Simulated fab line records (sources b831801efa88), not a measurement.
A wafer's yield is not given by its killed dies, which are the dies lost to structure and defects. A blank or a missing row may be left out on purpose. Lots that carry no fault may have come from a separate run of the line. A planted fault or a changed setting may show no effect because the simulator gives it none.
Matching of chambers ; flow gf180mcu ; 4 sister chambers for GF_V2_CMP_26 on cmp-02
The step polishes, stops on SiO2, t overpolish 15 s, target thk 0 nm. 14 wafers are shown with their chamber, then 7 later ones without.

## WAFERS PAIRED WITH THEIR CHAMBERS
wafer;chamber;motor current A (A);time to endpoint s (s);overpolish run s (s)
L576.2;2;10.8;104;14.994
L576.3;1;11.3;104;15.009
L576.5;0;9.3;100;14.990
L584.1;3;11.3;94;14.996
L584.2;2;10.7;97;14.975
L584.5;1;11.9;93;15.012
L585.2;0;8.4;98;14.990
L585.5;3;11.8;94;14.997
L585.6;2;10.9;99;15.003
L586.2;0;8.8;93;15.007
L586.4;3;11.5;92;14.986
L586.5;1;11.7;91;14.997
L587.2;0;8.7;92;15.012
L587.4;3;12.0;91;14.995

SIGNATURES, as means of the wafers listed above
reading;chamber 0;chamber 1;chamber 2;chamber 3;scatter within a chamber
motor current A;8.800;11.633;10.800;11.650;0.303
time to endpoint s;95.75;96.00;100.00;92.75;4.19
overpolish run s;14.99975;15.00600;14.99067;14.99350;0.01
Rule: for each reading, subtract the chamber's mean from the wafer's reading, divide by that reading's scatter and square the result; add these up over the readings and take the root, which gives the wafer's distance from the chamber. If the next closest chamber is less than 2 further off than the closest, the wafer can't be placed; otherwise it belongs to the closest. The scatter: the root of (the sum of the squares of (reading less its chamber's mean) over the shown wafers, divided by (wafers less chambers)).

## WAFERS WITH NO CHAMBER GIVEN
wafer;motor current A (A);time to endpoint s (s);overpolish run s (s)
L587.5;9.1;96;14.990
L590.1;10.9;92;14.995
L590.5;11.7;90;15.010
L590.6;11.0;92;15.016
L596.1;8.6;93;14.997
L596.2;11.4;91;14.997
L596.3;13.0;92;15.006

## EACH ONE'S CHAMBER
wafer;from the rows above;in truth
L587.5;0;0
L590.1;can't be placed: 2 or 3 or 1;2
L590.5;can't be placed: 1 or 3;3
L590.6;can't be placed: 1 or 3 or 2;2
L596.1;0;0
L596.2;can't be placed: 3 or 1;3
L596.3;can't be placed: 1 or 3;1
2 of 7 placed correctly. Can't be placed from these rows: 5 (the true chamber is among the candidates in 5). Number placed wrongly: 0.
